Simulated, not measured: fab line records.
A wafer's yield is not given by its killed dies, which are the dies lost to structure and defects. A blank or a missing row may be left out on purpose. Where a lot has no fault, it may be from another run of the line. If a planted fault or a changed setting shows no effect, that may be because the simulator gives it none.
Which tool is to blame?    flow sky130    Sampling: 14 lots, 42 wafers, 4 of 708 route steps

== WHAT THE GAUGES READ, wafer by wafer ==
SKY_VT_ADJUST_HVTR_OVL_MEAS_08.
lot   measured      on          VT_ADJUST_HVTR_OVL (nm)
L539  day 9 14:31   overlay-01  1.6 0.4 0.6
L540  day 10 09:14  overlay-02  2.5 3.0 1.6
L542  day 11 04:51  overlay-01  -1.7 0.3 -0.1
L544  day 11 15:52  overlay-02  -0.5 0.3 0.8
L547  day 12 06:44  overlay-01  1.2 2.6 2.2
L548  day 12 17:34  overlay-02  -0.9 -1.7 -1.0
L552  day 13 22:05  overlay-02  0.3 0.7 -1.2
L553  day 14 00:52  overlay-01  -1.5 -1.6 0.0
L555  day 14 13:10  overlay-02  -2.3 -1.6 -2.1
L556  day 14 21:25  overlay-01  3.0 3.0 3.1
L557  day 15 06:18  overlay-01  -0.6 -0.1 1.9
L558  day 15 14:26  overlay-01  2.8 3.2 3.3
L559  day 15 18:07  overlay-02  4.2 2.7 1.8
L560  day 16 18:25  overlay-02  3.1 0.2 0.8

SKY_LDD_HVP_OVL_MEAS_07.
lot   measured      on          LDD_HVP_OVL (nm)
L539  day 21 21:01  overlay-01  0.9 2.0 0.9
L540  day 22 16:56  overlay-02  2.7 3.7 3.8
L542  day 23 20:19  overlay-01  2.8 3.2 2.7
L544  day 24 06:08  overlay-01  2.9 1.3 4.4
L547  day 25 01:55  overlay-02  1.1 1.2 -0.6
L548  day 25 22:00  overlay-01  2.4 2.8 2.3
L552  day 26 19:04  overlay-02  -0.8 0.4 0.0
L553  day 26 22:01  overlay-02  4.7 3.5 2.9
L555  day 27 17:32  overlay-01  0.1 0.3 0.5
L556  day 28 01:53  overlay-01  -0.5 1.2 1.2
L557  day 28 07:48  overlay-02  -0.7 -0.4 1.5
L558  day 28 11:12  overlay-01  3.9 4.0 3.8
L559  day 28 19:38  overlay-01  2.2 1.6 2.6
L560  day 29 19:39  overlay-01  3.0 3.5 3.6

== EACH LOT AND THE TOOL THAT RAN IT (in order: tool; ch and the chambers of the sampled wafers; start) ==
lot   SKY_FIELD_ISO_STRIP_16               SKY_NWELL_DEVELOP_09
L539  plasma-asher-02 ch 0,1, day 2 09:17  litho-track-01 ch 0, day 4 16:00
L540  plasma-asher-01 ch 0,1, day 2 15:40  litho-track-02 ch 0, day 5 08:00
L542  plasma-asher-04 ch 0,1, day 3 00:45  litho-track-01 ch 0, day 5 23:00
L544  plasma-asher-04 ch 0,1, day 3 14:47  litho-track-04 ch 0, day 6 06:00
L547  plasma-asher-04 ch 0,1, day 4 05:04  litho-track-02, day 6 18:00
L548  plasma-asher-04 ch 0, day 4 13:35    litho-track-01, day 7 03:00
L552  plasma-asher-04 ch 1, day 5 05:38    litho-track-01 ch 0, day 7 23:00
L553  plasma-asher-02 ch 0,1, day 5 11:47  litho-track-04 ch 0, day 8 04:00
L555  plasma-asher-04 ch 0,1, day 5 20:13  litho-track-04 ch 0, day 8 13:00
L556  plasma-asher-01 ch 0,1, day 6 03:08  litho-track-02 ch 0, day 8 20:00
L557  plasma-asher-02 ch 0,1, day 6 08:09  litho-track-04 ch 0, day 9 04:00
L558  plasma-asher-04 ch 0,1, day 6 13:31  litho-track-04 ch 0, day 9 09:00
L559  plasma-asher-02 ch 0,1, day 6 17:53  litho-track-01 ch 0, day 9 14:00
L560  plasma-asher-02 ch 0,1, day 7 00:50  litho-track-02 ch 0, day 10 07:00
- SKY_FIELD_ISO_STRIP_16: strips in O2/N2.
- SKY_NWELL_DEVELOP_09: develop time 60 s.

== AS READ BY THE TOOLS THEMSELVES (means over the sampled wafers that have a number; for cases with no such wafer, the mark the record gives instead) ==
SKY_FIELD_ISO_STRIP_16.
lot   tool             drypump-motor-current-A (A)  n2-flow-sccm (sccm)  oes-product-au (a.u.)  strip-time-to-endpoint-s (s)
L539  plasma-asher-02  5.9                          299.1                0.382                  3.63
L540  plasma-asher-01  6.4                          301.4                0.378                  3.59
L542  plasma-asher-04  5.7                          298.8                0.375                  3.54
L544  plasma-asher-04  5.7                          300.2                0.376                  3.57
L547  plasma-asher-04  5.4                          299.3                0.381                  3.59
L548  plasma-asher-04  5.2                          300.4                0.374                  3.59
L552  plasma-asher-04  5.9                          299.0                0.376                  3.51
L553  plasma-asher-02  5.9                          299.2                0.378                  3.58
L555  plasma-asher-04  5.4                          300.8                0.382                  3.60
L556  plasma-asher-01  6.1                          299.5                0.387                  3.60
L557  plasma-asher-02  5.8                          298.9                0.383                  3.63
L558  plasma-asher-04  5.4                          299.9                0.384                  3.58
L559  plasma-asher-02  5.8                          300.5                0.379                  3.56
L560  plasma-asher-02  5.8                          299.8                0.380                  3.56

SKY_NWELL_DEVELOP_09.
lot   tool            chill-plate-temp-C (C)  exhaust-pa (Pa)
L539  litho-track-01  23.07                   45.2
L540  litho-track-02  22.95                   45.2
L542  litho-track-01  23.02                   44.8
L544  litho-track-04  22.99                   45.2
L547  litho-track-02  -                       -
L548  litho-track-01  -                       -
L552  litho-track-01  22.99                   44.7
L553  litho-track-04  23.01                   45.5
L555  litho-track-04  23.05                   44.4
L556  litho-track-02  22.96                   45.5
L557  litho-track-04  22.90                   45.2
L558  litho-track-04  23.03                   44.6
L559  litho-track-01  22.87                   45.6
L560  litho-track-02  23.04                   45.3

== THE ANSWER, worked out from the rows above alone ==
Rule: what is usual is taken from the lots themselves. Put in order of their means at a reading, lots are off if they are a third of the lots or fewer, leave a main group of 4 or more, and stand apart from it by a gap of 3 or more times the standard deviation of the main group's means; of several such gaps the widest counts. Not used: any main group whose means are identical at the precision the tables above print for the reading. Also off: a lot with no number at a reading for which 4 or more lots have one. The other lots that the step has rows for count as sound. After the gauges, taken in route order, come the tools' own readings; for these a lot's mean is taken, as printed above. The first step at which some lot is off is used, and at that step the reading that is off furthest; a lot without a number counts as furthest.
Off, at SKY_NWELL_DEVELOP_09 on chill-plate-temp-C: L547, L548. Without a number there: L547, L548. Main group: mean 22.99 C, sd 0.058.
A tool fits if, at that step or a process step before it, it ran every lot that is off, and no sound lot after the first of them. No candidate that was tried fits.

== WHAT WAS PUT IN BY THE SIMULATOR ==
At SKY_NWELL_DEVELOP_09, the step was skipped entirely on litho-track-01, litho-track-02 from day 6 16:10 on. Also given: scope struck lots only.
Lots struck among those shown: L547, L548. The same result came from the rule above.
